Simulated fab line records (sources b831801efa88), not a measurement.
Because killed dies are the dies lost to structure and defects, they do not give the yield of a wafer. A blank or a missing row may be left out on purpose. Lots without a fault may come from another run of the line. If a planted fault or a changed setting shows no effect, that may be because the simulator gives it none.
fab line records	flow sky130
record: lots: 6	wafers: 18	lastDay: 49
route steps=708 shown FIELD_ISO@1 PAD_OPEN@708
lots that met no fault: taken from a fault-free run of the same line
startH: hours from the record's first day to the start of the lot's first wafer shown	waitH: time in hours since the lot's previous step	" as in the row above	L1.1+2: one row covering several wafers at once	- no value, or no start was given	* or withheld: withheld	< > ~ a bound
route shown NAME@n: a module of which the file shows steps, and the number in the route of the first	usual: mean/standard deviation taken from wafers without a fault	same: alike in all rows	chamber/n: place in a boat	sites: per-site readings	_std_site: their standard deviation	_edge_site: inner sites' mean taken away from outer sites' mean	radiusMm: for every site, how far away it sits from the centre of the wafer	mask NAME#n: copy n	behind: tool/chamber where the wafer was last shaped	hold: the reason the lot was held/the length of the hold in hours/how it ended	device: names the non-switching transistor (n, p or np)	end of line: at the end of the route, the tests of the same wafers	a step given without rows: its recipe and nothing more	killed: dies that structure and defects cost at the first sort, which is not the same as the wafer's yield	map: shows each die of a wafer: x if killed, . if not, _ if none is there
set.NAME: the setting that was run; set.NAME@STEP: the one run at that earlier step	model.NAME: the simulator's own value behind a step, which no gauge read
lots at some steps of the route; a table a step, a row a wafer
services: when a tool's chamber went out of use (startH, in hours from the record's first day, below 0 if earlier), for how many hours, and the reason
== steps ==
step: SKY_FIELD_ISO_BOW_MEAS_00
recipe: mode: bow
usual: INCOMING_BOW: 1/6.1
lot.wafer	tool	chamber	startH	waitH	INCOMING_BOW[um]
L708.2	filmMetro-04	-	15.02	-	3
L708.3	"	-	"	"	10
L708.5	"	-	"	"	-2
L711.1	filmMetro-02	-	30.00	-	4
L711.2	"	-	"	"	0
L711.5	"	-	"	"	2
L718.1	filmMetro-04	-	65.00	-	6
L718.4	"	-	"	"	4
L718.5	"	-	"	"	-1
L720.1	filmMetro-04	-	75.00	-	-2
L720.3	"	-	"	"	2
L720.4	"	-	"	"	6
L722.1	filmMetro-01	-	85.00	-	4
L722.3	"	-	"	"	8
L722.6	"	-	"	"	5
L724.2	filmMetro-02	-	95.02	-	3
L724.5	"	-	"	"	5
L724.6	"	-	"	"	-5
step: SKY_FIELD_ISO_OXIDATION_01
recipe: tempC: 900	ambient: O2	stabiliseS: 600	purgeS: 300	targetThkA: 120	oxTimeS: 1843
step: SKY_FIELD_ISO_THK_MEAS_02
recipe: reads: SiO2_of_FIELD_ISO_OXIDATION_01
usual: FIELD_ISO_OXIDATION_00_THK: 12.08/0.25
lot.wafer	tool	chamber	startH	waitH	FIELD_ISO_OXIDATION_00_THK[nm]
L708.2	filmMetro-01	-	17.79	0.0	12.00
L708.3	"	-	"	"	12.06
L708.5	"	-	"	"	12.21
L711.1	filmMetro-04	-	31.63	0.0	12.33
L711.2	"	-	"	"	12.16
L711.5	"	-	"	"	12.00
L718.1	filmMetro-04	-	66.63	0.0	11.92
L718.4	"	-	"	"	11.98
L718.5	"	-	"	"	11.83
L720.1	filmMetro-02	-	77.65	0.0	12.05
L720.3	"	-	"	"	12.16
L720.4	"	-	"	"	12.03
L722.1	filmMetro-01	-	86.63	0.0	12.13
L722.3	"	-	"	"	12.04
L722.6	"	-	"	"	11.90
L724.2	filmMetro-01	-	99.18	0.0	12.02
L724.5	"	-	"	"	12.11
L724.6	"	-	"	"	11.95
step: SKY_FIELD_ISO_CVD_03
recipe: material: Si3N4	precursor: DCS/NH3	targetThkNm: 165	tempC: 770	timeS: 2830	pressureMtorr: 250
step: SKY_FIELD_ISO_THK_MEAS_04
recipe: reads: Si3N4_of_FIELD_ISO_CVD_03
usual: FIELD_ISO_CVD_03_THK: 164.7/1.3
lot.wafer	tool	chamber	startH	waitH	FIELD_ISO_CVD_03_THK[nm]
L708.2	filmMetro-02	-	20.11	0.0	165.1
L708.3	"	-	"	"	166.6
L708.5	"	-	"	"	164.4
L711.1	filmMetro-02	-	33.50	0.0	165.2
L711.2	"	-	"	"	165.2
L711.5	"	-	"	"	165.2
L718.1	filmMetro-02	-	68.48	0.0	163.3
L718.4	"	-	"	"	163.6
L718.5	"	-	"	"	162.2
L720.1	filmMetro-04	-	80.10	0.0	164.5
L720.3	"	-	"	"	161.9
L720.4	"	-	"	"	164.0
L722.1	filmMetro-01	-	89.42	0.0	164.1
L722.3	"	-	"	"	165.9
L722.6	"	-	"	"	166.0
L724.2	filmMetro-02	-	101.03	0.0	164.1
L724.5	"	-	"	"	164.5
L724.6	"	-	"	"	163.2
step: SKY_FIELD_ISO_DEHYDRATE_05
recipe: tempC: 200	timeS: 60
step: SKY_FIELD_ISO_HMDS_06
recipe: primeTimeS: 60	primeTempC: 120
step: SKY_FIELD_ISO_COAT_07
recipe: resist: BARC	tempC: withheld	timeS: withheld	spinRpm: 3000	resistThkNm: 60
step: SKY_FIELD_ISO_COAT_08
recipe: resist: KrF-thick	spinRpm: 3000	resistThkNm: 450
step: SKY_FIELD_ISO_SOFTBAKE_09
recipe: tempC: 100	timeS: 90	resist: KrF-thick
step: SKY_FIELD_ISO_EXPOSE_10
recipe: maskId: FOM	na: 0.68	sourceShape: annular	sigmaInner: 0.4	sigmaOuter: 0.8	targetCdNm: 150	doseMj: 28
usual: exposureDoseMJCm2: 27.993/0.029
same: sigmaOuter: 0.8
lot.wafer	tool	chamber	startH	waitH	mask	exposureDoseMJCm2
L708.2	krfScanner-01	0	27.22	-	FOM#0	27.974
L708.3	"	0	"	"	FOM#0	28.018
L708.5	"	0	"	"	FOM#0	27.986
L711.1	krfScanner-02	0	41.37	-	FOM#0	27.973
L711.2	"	0	"	"	FOM#0	27.945
L711.5	"	0	"	"	FOM#0	27.986
L718.1	krfScanner-02	0	77.32	-	FOM#0	36.300
L718.4	"	0	"	"	FOM#0	36.260
L718.5	"	0	"	"	FOM#0	36.280
L720.1	krfScanner-02	0	88.42	-	FOM#0	34.603
L720.3	"	0	"	"	FOM#0	34.627
L720.4	"	0	"	"	FOM#0	34.593
L722.1	krfScanner-01	0	98.27	-	FOM#0	27.998
L722.3	"	0	"	"	FOM#0	28.000
L722.6	"	0	"	"	FOM#0	28.014
L724.2	krfScanner-01	0	109.69	-	FOM#0	28.021
L724.5	"	0	"	"	FOM#0	27.969
L724.6	"	0	"	"	FOM#0	28.010
step: SKY_FIELD_ISO_PEB_11
recipe: pebTempC: withheld	pebTimeS: withheld	resist: KrF-thick
step: SKY_FIELD_ISO_DEVELOP_12
recipe: developTimeS: 60	resist: KrF-thick	devTempC: 21
step: SKY_FIELD_ISO_CD_MEAS_13
recipe: targetCdNm: 150
usual: cdNm: 149.7/1.3
lot.wafer	tool	chamber	startH	waitH	cdNm
L708.2	cdSem-01	-	34.04	-	148.7
L708.3	"	-	"	"	148.0
L708.5	"	-	"	"	147.4
L711.1	cdSem-01	-	48.64	-	150.6
L711.2	"	-	"	"	151.2
L711.5	"	-	"	"	148.6
L718.1	cdSem-01	-	84.95	-	98.1
L718.4	"	-	"	"	98.3
L718.5	"	-	"	"	97.2
L720.1	cdSem-01	-	97.47	-	106.1
L720.3	"	-	"	"	106.6
L720.4	"	-	"	"	106.9
L722.1	cdSem-02	-	106.52	-	151.1
L722.3	"	-	"	"	152.8
L722.6	"	-	"	"	150.6
L724.2	cdSem-01	-	118.94	-	150.2
L724.5	"	-	"	"	150.7
L724.6	"	-	"	"	150.8
step: SKY_FIELD_ISO_ETCH_14
recipe: chemistry: N2/H2	target: BARC	ionEnergyEv: 200	sourceW: 500	biasW: 100	pressureMtorr: 30	n2FlowSccm: 100	h2FlowSccm: 200	stopOn: SiO2	timeS: 45.9	targetDepthA: 600
usual: drypumpMotorCurrentA: 5.66/0.27	oesProductAu: 0.856/0.0046	throttleValvePct: 13.224/0.0079
lot.wafer	tool	chamber	startH	waitH	drypumpMotorCurrentA	oesProductAu	rfHoursCounterH	throttleValvePct	model.FIELD_ISO.cdNm
L708.2	rieDiel-02	0	34.14	0.1	5.59	0.858	146	13.227	148.7
L708.3	"	3	"	"	5.79	0.846	112	13.230	147.4
L708.5	"	3	"	"	5.80	0.856	-	13.220	146.9
L711.1	rieDiel-04	1	48.76	0.1	5.84	0.857	40	13.213	150.5
L711.2	"	3	"	"	5.34	0.861	65	13.233	151.2
L711.5	"	1	"	"	5.88	0.854	-	13.218	148.5
L718.1	rieDiel-02	0	85.07	0.1	5.60	0.852	147	13.220	98.37
L718.4	"	1	"	"	5.41	0.860	53	13.226	96.81
L718.5	"	2	"	"	5.60	0.857	-	13.224	96.56
L720.1	rieDiel-02	3	97.59	0.1	5.77	0.860	113	13.213	105.6
L720.3	"	0	"	"	5.60	0.853	147	13.232	106.8
L720.4	"	1	"	"	5.41	0.853	53	13.232	106
L722.1	rieDiel-04	2	106.64	0.1	5.72	0.860	3	13.227	151.7
L722.3	"	0	"	"	6.08	0.856	8	13.213	153.6
L722.6	"	3	"	"	5.35	0.858	-	13.225	151.9
L724.2	rieDiel-02	1	119.04	0.1	5.43	0.857	53	13.229	149.7
L724.5	"	3	"	"	5.85	0.857	-	13.228	151.1
L724.6	"	2	"	"	5.59	0.850	-	13.225	151.3
step: SKY_FIELD_ISO_ETCH_15
recipe: chemistry: CHF3/O2	targetDepthNm: 180	stopOn: Si	sourceW: 600	biasW: 200	pressureMtorr: 40	chf3FlowSccm: 50	O2_flow_sccm: 5	timeS: 72
usual: drypumpMotorCurrentA: 5.65/0.27	oesProductAu: 0.944/0.0058	throttleValvePct: 8.844/0.01
lot.wafer	tool	chamber	startH	waitH	drypumpMotorCurrentA	oesProductAu	rfHoursCounterH	throttleValvePct
L708.2	rieDiel-02	0	34.19	0.0	5.56	0.949	146	8.839
L708.3	"	3	"	"	5.80	0.952	112	8.854
L708.5	"	3	"	"	5.82	0.946	-	8.840
L711.1	rieDiel-04	1	48.80	0.0	5.82	0.951	40	8.845
L711.2	"	3	"	"	5.35	0.950	65	8.849
L711.5	"	1	"	"	5.84	0.938	-	8.850
L718.1	rieDiel-02	0	85.11	0.0	5.56	0.934	147	8.837
L718.4	"	1	"	"	5.43	0.940	53	8.846
L718.5	"	2	"	"	5.56	0.941	-	8.843
L720.1	rieDiel-02	3	97.63	0.0	5.80	0.944	113	8.847
L720.3	"	0	"	"	5.59	0.943	147	8.855
L720.4	"	1	"	"	5.39	0.940	53	8.866
L722.1	rieDiel-04	2	106.68	0.0	5.68	0.940	3	8.850
L722.3	"	0	"	"	6.08	0.945	8	8.858
L722.6	"	3	"	"	5.34	0.958	-	8.847
L724.2	rieDiel-02	1	119.08	0.0	5.39	0.944	53	8.849
L724.5	"	3	"	"	5.79	0.935	-	8.832
L724.6	"	2	"	"	5.60	0.943	-	8.835
step: SKY_FIELD_ISO_STRIP_16
recipe: chemistry: O2/N2	powerW: 1400	pressureMtorr: 1500	platenTempC: withheld	o2FlowSccm: 3000	n2FlowSccm: 300	overashFraction: 0.5
usual: drypumpMotorCurrentA: 5.9/0.46	oesProductAu: 0.378/0.0041	stripTimeToEndpointS: 3.57/0.035
lot.wafer	tool	chamber	startH	waitH	drypumpMotorCurrentA	oesProductAu	rfHoursCounterH	stripTimeToEndpointS
L708.2	plasmaAsher-04	1	34.24	0.0	6.3	0.378	36	3.57
L708.3	"	0	"	"	6.1	0.381	-	3.62
L708.5	"	1	"	"	6.3	0.375	-	3.60
L711.1	plasmaAsher-02	1	48.86	0.0	5.1	0.386	35	3.53
L711.2	"	0	"	"	6.4	0.375	35	3.58
L711.5	"	0	"	"	6.4	0.378	-	3.54
L718.1	plasmaAsher-02	0	85.17	0.0	6.4	0.377	39	3.53
L718.4	"	1	"	"	5.1	0.377	-	3.55
L718.5	"	1	"	"	5.1	0.380	-	3.58
L720.1	plasmaAsher-02	0	97.69	0.0	6.4	0.380	40	3.56
L720.3	"	1	"	"	5.1	0.378	-	3.51
L720.4	"	0	"	"	6.5	0.373	-	3.56
L722.1	plasmaAsher-02	1	106.74	0.0	5.0	0.374	42	3.57
L722.3	"	0	"	"	6.4	0.378	-	3.54
L722.6	"	1	"	"	5.0	0.380	-	3.57
L724.2	plasmaAsher-03	1	119.14	0.0	5.9	0.377	45	3.60
L724.5	"	0	"	"	5.7	0.386	-	3.61
L724.6	"	1	"	"	5.9	0.381	-	3.61
step: SKY_FIELD_ISO_ETCH_17
recipe: targetDepthA: 3420	maskMaterial: Si3N4	chemistry: HBr/Cl2/O2	target: Si	taperDeg: 5	icpW: 600	biasW: 150	pressureMtorr: 15	HBr_flow_sccm: 150	Cl2_flow_sccm: 40	O2_flow_sccm: 6	timeS: 97.7
usual: drypumpMotorCurrentA: 5.7/0.7	oesProductAu: 1.006/0.0085	throttleValvePct: 25.653/0.01
lot.wafer	tool	chamber	startH	waitH	drypumpMotorCurrentA	oesProductAu	rfHoursCounterH	throttleValvePct	model.FIELD_ISO.cdNm
L708.2	rieSi-01	1	34.34	0.1	6.3	1.005	3	25.666	149.3
L708.3	"	0	"	"	5.2	1.019	99	25.638	147.6
L708.5	"	0	"	"	5.2	1.004	-	25.635	146.6
L711.1	rieSi-01	1	48.96	0.1	6.3	1.010	3	25.645	151
L711.2	"	3	"	"	4.9	1.013	52	25.644	152.3
L711.5	"	3	"	"	4.9	1.011	-	25.658	148
L718.1	rieSi-02	1	85.27	0.1	6.6	1.003	88	25.649	98.74
L718.4	"	1	"	"	6.6	1.012	-	25.656	96.93
L718.5	"	2	"	"	6.4	1.021	-	25.654	96.97
L720.1	rieSi-02	1	97.79	0.1	6.6	1.005	88	25.665	106.9
L720.3	"	2	"	"	6.4	1.006	143	25.645	107.2
L720.4	"	2	"	"	6.4	1.013	-	25.662	105.9
L722.1	rieSi-01	3	106.84	0.1	4.9	1.005	52	25.658	151.3
L722.3	"	2	"	"	6.7	0.990	0	25.671	154.7
L722.6	"	1	"	"	6.3	1.003	-	25.641	152.3
L724.2	rieSi-02	0	119.24	0.1	5.2	1.018	38	25.642	149.7
L724.5	"	0	"	"	5.2	1.021	-	25.639	151.8
L724.6	"	3	"	"	5.3	1.000	-	25.648	152
step: SKY_FIELD_ISO_WET_ETCH_18
recipe: chemistry: H3PO4	targetDepthNm: 25	tempC: 160	target: Si3N4	timeS: 286
step: SKY_PAD_OPEN_PROBE_99
usual: killed_at_M0_to_M3: 43/6.7	killed_at_M4_up: 3.2/1.8	killedAtContacts: 24/4.8	killedAtFrontEnd: 16/4.2	killedAtOther: 0.3/0.56	killedDies: 86/8.5	killedOnRim: 17/3.9	killedOpen: 47/6.7	killedShort: 39/6
same: grossDies: 492	killedAtBackSide: 0
lot.wafer	tool	chamber	startH	waitH	killed_at_M0_to_M3	killed_at_M4_up	killedAtContacts	killedAtFrontEnd	killedAtOther	killedDies	killedOnRim	killedOpen	killedShort
L708.2	prober-02	-	1075.82	0.1	43	0	14	14	2	73	15	47	26
L708.3	prober-02	-	1075.87	0.2	42	2	21	19	1	85	18	48	37
L708.5	prober-02	-	1075.97	0.2	36	4	19	26	0	85	15	47	38
L711.1	prober-01	-	1099.44	0.1	26	3	24	12	0	65	15	35	30
L711.2	prober-01	-	1099.49	0.1	52	2	24	18	0	96	23	62	34
L711.5	prober-01	-	1099.64	0.2	49	0	23	10	0	82	14	44	38
L718.1	prober-02	-	1138.45	0.1	38	4	33	417	0	492	96	56	37
L718.4	prober-02	-	1138.60	0.2	49	3	23	415	2	492	96	53	45
L718.5	prober-02	-	1138.65	0.2	41	3	36	412	0	492	96	60	36
L720.1	prober-02	-	1151.95	0.1	28	6	29	429	0	492	96	50	26
L720.3	prober-02	-	1152.05	0.2	43	0	25	424	0	492	96	57	31
L720.4	prober-02	-	1152.10	0.2	43	4	27	418	0	492	96	49	40
L722.1	prober-02	-	1160.51	0.1	46	6	24	25	0	101	17	50	51
L722.3	prober-02	-	1160.61	0.2	56	2	17	20	0	95	21	54	41
L722.6	prober-02	-	1160.76	0.2	54	3	24	17	0	98	20	48	50
L724.2	prober-02	-	1172.87	0.1	42	2	27	16	0	87	24	53	34
L724.5	prober-02	-	1173.02	0.2	39	4	29	22	0	94	19	43	51
L724.6	prober-02	-	1173.07	0.2	37	0	32	13	0	82	14	49	33
killed by level:class
L708.2 VIA1:geometricParticle:open=11 VIA2:geometricParticle:open=8 METAL2:geometricParticle:short=8 FIELD_ISO:geometricParticle:open=6 CONTACT:geometricParticle:open=5 VIA1:geometricParticle:short=4 VIA3:geometricParticle:open=4 METAL1:geometricParticle:short=3
L708.3 VIA1:geometricParticle:open=10 CONTACT:geometricParticle:open=8 LI_CONTACT:geometricParticle:open=6 VIA1:geometricParticle:short=6 VIA3:geometricParticle:open=6 METAL2:geometricParticle:short=5 CONTACT:geometricParticle:short=5 VIA2:geometricParticle:open=5
L708.5 VIA1:geometricParticle:open=14 FIELD_ISO:geometricParticle:short=7 CONTACT:geometricParticle:open=7 VIA3:geometricParticle:open=6 LI_CONTACT:geometricParticle:open=5 FIELD_ISO:geometricParticle:open=4 POLY_GATE:geometricParticle:open=4 POLY_GATE:geometricParticle:short=4
L711.1 CONTACT:geometricParticle:open=10 CONTACT:geometricParticle:short=7 VIA3:geometricParticle:open=7 VIA1:geometricParticle:open=5 FIELD_ISO:geometricParticle:short=4 LI_CONTACT:geometricParticle:open=4 METAL3:geometricParticle:short=4 POLY_GATE:geometricParticle:open=3
L711.2 VIA3:geometricParticle:open=14 VIA1:geometricParticle:open=14 LI_CONTACT:geometricParticle:open=11 CONTACT:geometricParticle:open=7 FIELD_ISO:geometricParticle:open=6 VIA2:geometricParticle:open=5 METAL2:geometricParticle:short=5 FIELD_ISO:geometricParticle:short=4
L711.5 VIA3:geometricParticle:open=10 VIA1:geometricParticle:open=8 LI_CONTACT:geometricParticle:open=7 CONTACT:geometricParticle:open=6 METAL1:geometricParticle:short=5 VIA1:geometricParticle:short=5 METAL2:geometricParticle:short=5 VIA2:geometricParticle:open=5
L718.1 FIELD_ISO:areaExpose=398 CONTACT:geometricParticle:open=16 LI_CONTACT:geometricParticle:open=9 VIA2:geometricParticle:open=8 METAL2:geometricParticle:short=5 POLY_GATE:geometricParticle:short=5 VIA1:geometricParticle:open=5 METAL1:geometricParticle:short=5
L718.4 FIELD_ISO:areaExpose=392 VIA1:geometricParticle:open=15 METAL1:geometricParticle:short=10 FIELD_ISO:geometricParticle:open=7 METAL2:geometricParticle:short=7 CONTACT:geometricParticle:open=7 VIA2:geometricParticle:open=6 LI_CONTACT:geometricParticle:open=5
L718.5 FIELD_ISO:areaExpose=396 CONTACT:geometricParticle:open=15 LI_CONTACT:geometricParticle:open=11 VIA1:geometricParticle:open=8 POLY_GATE:geometricParticle:open=7 CONTACT:geometricParticle:short=7 METAL2:geometricParticle:short=7 VIA3:geometricParticle:open=7
L720.1 FIELD_ISO:areaExpose=416 CONTACT:geometricParticle:open=15 VIA1:geometricParticle:open=10 LI_CONTACT:geometricParticle:open=7 METAL4:geometricParticle:short=6 FIELD_ISO:geometricParticle:short=4 LI_CONTACT:geometricParticle:short=4 FIELD_ISO:geometricParticle:open=3
L720.3 FIELD_ISO:areaExpose=404 VIA1:geometricParticle:open=14 CONTACT:geometricParticle:open=10 VIA3:geometricParticle:open=8 FIELD_ISO:geometricParticle:short=6 LI_CONTACT:geometricParticle:open=5 POLY_GATE:geometricParticle:open=5 VIA2:geometricParticle:open=5
L720.4 FIELD_ISO:areaExpose=403 VIA1:geometricParticle:open=13 LI_CONTACT:geometricParticle:open=9 CONTACT:geometricParticle:open=8 METAL2:geometricParticle:short=7 VIA2:geometricParticle:open=7 POLY_GATE:geometricParticle:short=6 METAL1:geometricParticle:short=5
L722.1 METAL2:geometricParticle:short=10 LI_CONTACT:geometricParticle:open=7 VIA3:geometricParticle:open=7 POLY_GATE:geometricParticle:open=6 METAL1:geometricParticle:short=6 FIELD_ISO:geometricParticle:short=5 FIELD_ISO:geometricParticle:open=5 VIA1:geometricParticle:short=5
L722.3 VIA1:geometricParticle:open=16 VIA3:geometricParticle:open=8 CONTACT:geometricParticle:short=7 VIA2:geometricParticle:open=7 LI_CONTACT:geometricParticle:open=6 VIA1:geometricParticle:short=6 METAL2:geometricParticle:short=5 FIELD_ISO:geometricParticle:open=4
L722.6 VIA1:geometricParticle:open=10 METAL2:geometricParticle:short=10 LI_CONTACT:geometricParticle:open=8 CONTACT:geometricParticle:open=8 METAL1:geometricParticle:short=8 VIA2:geometricParticle:open=6 VIA1:geometricParticle:short=5 FIELD_ISO:geometricParticle:short=4
L724.2 CONTACT:geometricParticle:open=14 VIA1:geometricParticle:open=9 VIA3:geometricParticle:open=8 VIA2:geometricParticle:open=7 LI_CONTACT:geometricParticle:open=6 VIA1:geometricParticle:short=5 VIA2:geometricParticle:short=5 CONTACT:geometricParticle:short=5
L724.5 CONTACT:geometricParticle:open=11 CONTACT:geometricParticle:short=7 VIA1:geometricParticle:open=7 VIA1:geometricParticle:short=6 POLY_GATE:geometricParticle:short=5 METAL1:geometricParticle:short=5 METAL2:geometricParticle:short=5 VIA3:geometricParticle:short=5
L724.6 VIA1:geometricParticle:open=12 LI_CONTACT:geometricParticle:open=10 CONTACT:geometricParticle:short=10 CONTACT:geometricParticle:open=8 METAL2:geometricParticle:short=6 VIA3:geometricParticle:open=4 VIA2:geometricParticle:open=4 FIELD_ISO:geometricParticle:open=3
map L718.1 (x killed, . not)
__________xxxxxxxxxx_________
________xxxxxxxxxxxxxx_______
______xxxxxxxxxxxxxxxxxx_____
_____xxxxxxxxxxxxxxxxxxxx____
____xxxxxxxxxxxxxxxxxxxxxx___
___xxxxxxxxxxxxxxxxxxxxxxxx__
__xxxxxxxxxxxxxxxxxxxxxxxxxx_
_xxxxxxxxxxxxxxxxxxxxxxxxxxxx
_xxxxxxxxxxxxxxxxxxxxxxxxxxxx
_xxxxxxxxxxxxxxxxxxxxxxxxxxxx
_xxxxxxxxxxxxxxxxxxxxxxxxxxxx
_xxxxxxxxxxxxxxxxxxxxxxxxxxxx
_xxxxxxxxxxxxxxxxxxxxxxxxxxxx
_xxxxxxxxxxxxxxxxxxxxxxxxxxxx
_xxxxxxxxxxxxxxxxxxxxxxxxxxxx
__xxxxxxxxxxxxxxxxxxxxxxxxxx_
___xxxxxxxxxxxxxxxxxxxxxxxx__
____xxxxxxxxxxxxxxxxxxxxxx___
_____xxxxxxxxxxxxxxxxxxxx____
______xxxxxxxxxxxxxxxxxx_____
________xxxxxxxxxxxxxx_______
__________xxxxxxxxxx_________
map L720.1 (x killed, . not)
__________xxxxxxxxxx_________
________xxxxxxxxxxxxxx_______
______xxxxxxxxxxxxxxxxxx_____
_____xxxxxxxxxxxxxxxxxxxx____
____xxxxxxxxxxxxxxxxxxxxxx___
___xxxxxxxxxxxxxxxxxxxxxxxx__
__xxxxxxxxxxxxxxxxxxxxxxxxxx_
_xxxxxxxxxxxxxxxxxxxxxxxxxxxx
_xxxxxxxxxxxxxxxxxxxxxxxxxxxx
_xxxxxxxxxxxxxxxxxxxxxxxxxxxx
_xxxxxxxxxxxxxxxxxxxxxxxxxxxx
_xxxxxxxxxxxxxxxxxxxxxxxxxxxx
_xxxxxxxxxxxxxxxxxxxxxxxxxxxx
_xxxxxxxxxxxxxxxxxxxxxxxxxxxx
_xxxxxxxxxxxxxxxxxxxxxxxxxxxx
__xxxxxxxxxxxxxxxxxxxxxxxxxx_
___xxxxxxxxxxxxxxxxxxxxxxxx__
____xxxxxxxxxxxxxxxxxxxxxx___
_____xxxxxxxxxxxxxxxxxxxx____
______xxxxxxxxxxxxxxxxxx_____
________xxxxxxxxxxxxxx_______
__________xxxxxxxxxx_________
== services ==
tool	chamber	startH	hours	kind
rieDiel-02	-	15.86	2.8	pm
rieDiel-02	1	19.71	3.9	repair
krfScanner-01	-	21.69	1.3	pm
rieSi-01	-	22.30	0.2	repair
plasmaAsher-02	-	25.33	2.1	repair
krfScanner-02	-	30.73	1.0	pm
rieDiel-04	0	42.33	1.7	repair
rieDiel-02	0	42.40	11.6	repair
plasmaAsher-04	-	44.88	13.8	repair
krfScanner-02	-	49.25	0.8	pm
rieSi-02	-	53.49	1.1	repair
rieSi-01	-	55.77	0.4	repair
rieDiel-04	1	63.71	3.3	repair
krfScanner-02	-	70.33	3.6	repair
rieDiel-04	-	72.97	4.3	pm
krfScanner-01	-	76.47	0.8	pm
rieDiel-02	3	77.44	5.3	repair
plasmaAsher-03	-	78.55	2.8	pm
krfScanner-02	-	78.70	4.4	pm
krfScanner-01	-	89.00	1.0	pm
plasmaAsher-04	-	90.79	6.1	repair
krfScanner-02	-	97.37	3.6	pm
krfScanner-01	-	101.66	3.6	pm
krfScanner-01	-	117.97	1.5	repair
== key ==
firstSign: step: SKY_FIELD_ISO_EXPOSE_10	reading: exposureDoseMJCm2	direction: up	sigmas: 99+	usual: *	struck: *
effect: step: SKY_FIELD_ISO_CD_MEAS_13	reading: cdNm	direction: down	sigmas: 37	usual: 149.7	struck: 102.2	through: controlLoop
effect: step: SKY_PAD_OPEN_PROBE_99	reading: killedAtFrontEnd	direction: up	sigmas: 97	usual: 16	struck: 419
modelEffect: step: SKY_FIELD_ISO_ETCH_14	value: FIELD_ISO.cdNm	without: 147.2	struck: 101.7
modelEffect: step: SKY_FIELD_ISO_ETCH_17	value: FIELD_ISO.cdNm	without: 147.6	struck: 102.1
moreKillsBornAt: SKY_FIELD_ISO_EXPOSE_10@krfScanner-02: 2410
metAt SKY_FIELD_ISO_EXPOSE_10
struckWafers L718.1,L718.4,L718.5,L720.1,L720.3,L720.4
laterRowsLeftOut L718.1,L718.4,L718.5,L720.1,L720.3,L720.4
testerLeftOut L718,L720
loopTrim: step: SKY_FIELD_ISO_EXPOSE_10	setting: dose	lots: L720
onsetBetween 41.37 77.32
fault: kind: processParameterDrift	tool: krfScanner-02	chamber: -	onsetH: 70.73	steps: SKY_FIELD_ISO_EXPOSE_10	channel: doseMj	offset: 8.2967	shape: step	actsIn: theseRecipesOnly	stated: 28
testerLeftOut: of these lots the tester's yield and bins aren't shown, on N5 and GAA mostly nor the transistor test; their killed dies are dies lost to structure and defects alone, not to doping, threshold or leakage, so they don't give the yield
laterRowsLeftOut: the simulator's readings of these wafers behind a module that went badly wrong aren't trusted and aren't shown, but for the sort
loopTrim: a control loop set the setting to another value than it would have without faults
